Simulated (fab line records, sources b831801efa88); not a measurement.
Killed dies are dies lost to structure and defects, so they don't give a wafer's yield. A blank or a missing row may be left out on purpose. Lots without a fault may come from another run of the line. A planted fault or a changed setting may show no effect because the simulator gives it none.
Which tool did it? | flow gf180mcu | 12 lots, 36 wafers sampled, at 6 steps of a route of 602

WHAT THE GAUGES READ, wafer by wafer
GF_HV_LDD_TW_MEAS_38.
lot  | measured     | on            | HV_LDD_3_TW
L871 | day 11 22:15 | film_metro-01 | 1435 1425 1426
L872 | day 12 07:07 | film_metro-03 | 1475 1475 1464
L873 | day 12 18:01 | film_metro-03 | 1468 1465 1470
L875 | day 13 10:03 | film_metro-03 | 1475 1469 1468
L876 | day 13 17:25 | film_metro-04 | 1435 1442 1436
L881 | day 15 04:14 | film_metro-03 | 1470 1460 1459
L882 | day 15 07:36 | film_metro-04 | 1535 1534 1529
L883 | day 15 19:56 | film_metro-01 | 1430 1429 1428
L884 | day 16 03:21 | film_metro-03 | 1586 1587 1581
L890 | day 18 00:26 | film_metro-03 | 1488 1485 1479
L892 | day 18 21:30 | film_metro-01 | 1445 1440 1437
L893 | day 18 23:17 | film_metro-04 | 1441 1428 1439

GF_HV_LDD_CD_MEAS_46: target cd 400 nm.
lot  | measured     | on        | cd_nm (nm)
L871 | day 12 17:29 | cd_sem-01 | 399.5 397.1 400.0
L872 | day 13 02:25 | cd_sem-01 | 403.7 403.9 406.3
L873 | day 13 13:37 | cd_sem-01 | 399.6 399.1 399.7
L875 | day 14 06:32 | cd_sem-01 | 400.4 400.4 398.5
L876 | day 14 14:02 | cd_sem-01 | 405.1 401.7 402.3
L881 | day 16 01:44 | cd_sem-01 | 399.2 398.6 398.3
L882 | day 16 05:08 | cd_sem-01 | 398.1 397.5 398.8
L883 | day 16 17:58 | cd_sem-02 | 395.7 395.3 397.2
L884 | day 17 02:07 | cd_sem-01 | 400.4 399.6 398.6
L890 | day 19 00:28 | cd_sem-02 | 399.0 399.6 400.6
L892 | day 19 22:11 | cd_sem-02 | 403.1 403.2 400.1
L893 | day 19 23:59 | cd_sem-02 | 399.5 398.8 397.9

GF_HV_LDD_RS_MEAS_53: measures by four-point-probe.
lot  | measured     | on            | HV_LDD_RS (ohm/sq)
L871 | day 12 18:04 | film_metro-01 | 417.2 415.3 417.1
L872 | day 13 02:59 | film_metro-04 | 419.1 418.8 419.8
L873 | day 13 14:11 | film_metro-04 | 418.4 417.5 419.2
L875 | day 14 07:08 | film_metro-01 | 419.5 417.8 420.0
L876 | day 14 14:37 | film_metro-03 | 418.9 418.6 419.2
L881 | day 16 02:20 | film_metro-03 | 420.1 419.4 418.7
L882 | day 16 05:44 | film_metro-03 | 402.6 402.5 402.4
L883 | day 16 18:37 | film_metro-01 | 418.2 418.1 419.4
L884 | day 17 02:46 | film_metro-03 | 402.0 402.1 401.9
L890 | day 19 01:05 | film_metro-04 | 417.9 417.7 417.6
L892 | day 19 22:46 | film_metro-03 | 420.4 419.2 419.3
L893 | day 20 00:34 | film_metro-01 | 419.5 419.5 418.5

WHICH TOOL RAN EACH LOT (tool, then ch and the chambers of the sampled wafers, then the start)
lot  | GF_POLY_GATE_ETCH_13             | GF_HV_LDD_STRIP_22                   | GF_HV_LDD_IMPLANT_36
L871 | rie_si-02 ch 0,1,3, day 9 11:31  | plasma_asher-03 ch 0,1, day 11 02:59 | implanter-01 ch 0, day 11 22:00
L872 | rie_si-01 ch 1,2,3, day 9 21:14  | plasma_asher-02 ch 0,1, day 11 11:18 | implanter-02 ch 0, day 12 06:53
L873 | rie_si-01 ch 0,1,3, day 10 06:26 | plasma_asher-02 ch 0,1, day 11 22:00 | implanter-01 ch 0, day 12 17:47
L875 | rie_si-01 ch 0,1, day 10 21:41   | plasma_asher-03 ch 0,1, day 12 13:10 | implanter-01 ch 0, day 13 09:50
L876 | rie_si-01 ch 0,3, day 11 03:49   | plasma_asher-04 ch 0,1, day 12 20:38 | implanter-01 ch 0, day 13 17:12
L881 | rie_si-02 ch 1,2, day 12 11:16   | plasma_asher-02 ch 0,1, day 14 05:41 | implanter-02 ch 0, day 15 04:00
L882 | rie_si-02 ch 0,2,3, day 12 15:43 | plasma_asher-02 ch 0,1, day 14 09:46 | implanter-02 ch 0, day 15 07:23
L883 | rie_si-01 ch 0,1,2, day 13 02:40 | plasma_asher-04 ch 1, day 14 21:26   | implanter-03 ch 0, day 15 19:42
L884 | rie_si-01 ch 1,2,3, day 13 07:51 | plasma_asher-03 ch 0,1, day 15 04:18 | implanter-02 ch 0, day 16 03:06
L890 | rie_si-01 ch 0,1,2, day 15 01:50 | plasma_asher-03 ch 0,1, day 17 00:33 | implanter-03 ch 0, day 18 00:12
L892 | rie_si-01 ch 1,2,3, day 15 20:23 | plasma_asher-02 ch 0,1, day 17 20:35 | implanter-02 ch 0, day 18 21:15
L893 | rie_si-02 ch 0,1,3, day 15 23:11 | plasma_asher-04 ch 0,1, day 17 22:19 | implanter-02 ch 0, day 18 23:04
- GF_POLY_GATE_ETCH_13: etches poly-Si in HBr/Cl2, stops on SiO2, target depth 198.5 nm, time 69.6 s.
- GF_HV_LDD_STRIP_22: strips in O2/N2.
- GF_HV_LDD_IMPLANT_36

WHAT THE TOOLS THEMSELVES READ (means of the sampled wafers that have a number; where no wafer has one, the mark that the record gives instead)
GF_POLY_GATE_ETCH_13.
lot  | tool      | drypump_motor_current_A (A) | oes_product_au (a.u.) | throttle_valve_pct (%)
L871 | rie_si-02 | 4.9                         | 0.977                 | 33.688
L872 | rie_si-01 | 5.5                         | 0.997                 | 33.679
L873 | rie_si-01 | 5.5                         | 0.983                 | 33.679
L875 | rie_si-01 | 5.4                         | 0.989                 | 33.690
L876 | rie_si-01 | 5.2                         | 0.983                 | 33.687
L881 | rie_si-02 | 6.1                         | 0.982                 | 33.678
L882 | rie_si-02 | 5.6                         | 0.983                 | 33.681
L883 | rie_si-01 | 5.5                         | 0.986                 | 33.683
L884 | rie_si-01 | 5.5                         | 0.987                 | 33.680
L890 | rie_si-01 | 5.5                         | 0.982                 | 33.689
L892 | rie_si-01 | 5.6                         | 0.984                 | 33.684
L893 | rie_si-02 | 4.9                         | 0.988                 | 33.689

GF_HV_LDD_STRIP_22.
lot  | tool            | drypump_motor_current_A (A) | heater_power_w (W) | oes_product_au (a.u.) | platen_temp_c (C) | strip_time_to_endpoint_s (s)
L871 | plasma_asher-03 | 5.2                         | 333                | 0.718                 | 249.82            | 12.64
L872 | plasma_asher-02 | 5.8                         | 350                | 0.717                 | 249.89            | 12.64
L873 | plasma_asher-02 | 5.9                         | 351                | 0.712                 | 249.81            | 12.62
L875 | plasma_asher-03 | 5.3                         | 340                | 0.714                 | 250.00            | 12.64
L876 | plasma_asher-04 | 5.1                         | 385                | 0.715                 | 250.06            | 12.57
L881 | plasma_asher-02 | 5.8                         | 341                | 0.714                 | 249.97            | 12.63
L882 | plasma_asher-02 | 5.8                         | 342                | 0.715                 | 250.00            | 12.67
L883 | plasma_asher-04 | 5.2                         | 434                | 0.714                 | 250.04            | 12.63
L884 | plasma_asher-03 | 5.3                         | 339                | 0.715                 | 250.10            | 12.60
L890 | plasma_asher-03 | 5.3                         | 337                | 0.717                 | 249.95            | 12.62
L892 | plasma_asher-02 | 5.9                         | 351                | 0.718                 | 250.04            | 12.59
L893 | plasma_asher-04 | 5.1                         | 389                | 0.716                 | 249.98            | 12.64

GF_HV_LDD_IMPLANT_36.
lot  | tool         | dose_ions_cm2 | faraday_current_uA
L871 | implanter-01 | 7.5e+12       | 43.0
L872 | implanter-02 | 7.5e+12       | 42.3
L873 | implanter-01 | 7.5e+12       | 41.8
L875 | implanter-01 | 7.5e+12       | 42.3
L876 | implanter-01 | 7.5e+12       | 42.6
L881 | implanter-02 | 7.5e+12       | 43.0
L882 | implanter-02 | 1.4e+13       | 80.4
L883 | implanter-03 | 7.5e+12       | 42.2
L884 | implanter-02 | 1.4e+13       | 80.4
L890 | implanter-03 | 7.5e+12       | 41.8
L892 | implanter-02 | 7.5e+12       | 42.0
L893 | implanter-02 | 7.5e+12       | 42.7

THE ANSWER, worked out from the rows above alone
Rule: what is usual is taken from the lots themselves. Put in order of their means at a reading, lots are off if they are a third of the lots or fewer, leave a main group of 4 or more, and stand apart from it by a gap of 3 or more times the standard deviation of the main group's means; of several such gaps the widest counts. A main group whose means are all the same, to the digits that the tables above print for the reading, isn't used. A lot without any number at a reading at which 4 lots or more have one is off too. The other lots that the step has rows for count as sound. The gauges are gone through in route order, then the tools' own readings, and for those a lot's mean is taken as printed above. The first step at which some lot is off is used, and at that step the reading that is off furthest; a lot without a number counts as furthest.
Off: L882, L884, at GF_HV_LDD_RS_MEAS_53 (HV_LDD_RS). The main group: mean 418.7 ohm/sq, standard deviation 0.88.
A tool fits if, at a process step before that reading, it ran every lot that is off, and no sound lot after the first of them. The gauges at GF_HV_LDD_RS_MEAS_53 aren't tried: what is off there is off at GF_HV_LDD_IMPLANT_36 too, on other tools, and a gauge's error can't cause that. None of those tried fits.

WHAT THE SIMULATOR HAD PUT IN
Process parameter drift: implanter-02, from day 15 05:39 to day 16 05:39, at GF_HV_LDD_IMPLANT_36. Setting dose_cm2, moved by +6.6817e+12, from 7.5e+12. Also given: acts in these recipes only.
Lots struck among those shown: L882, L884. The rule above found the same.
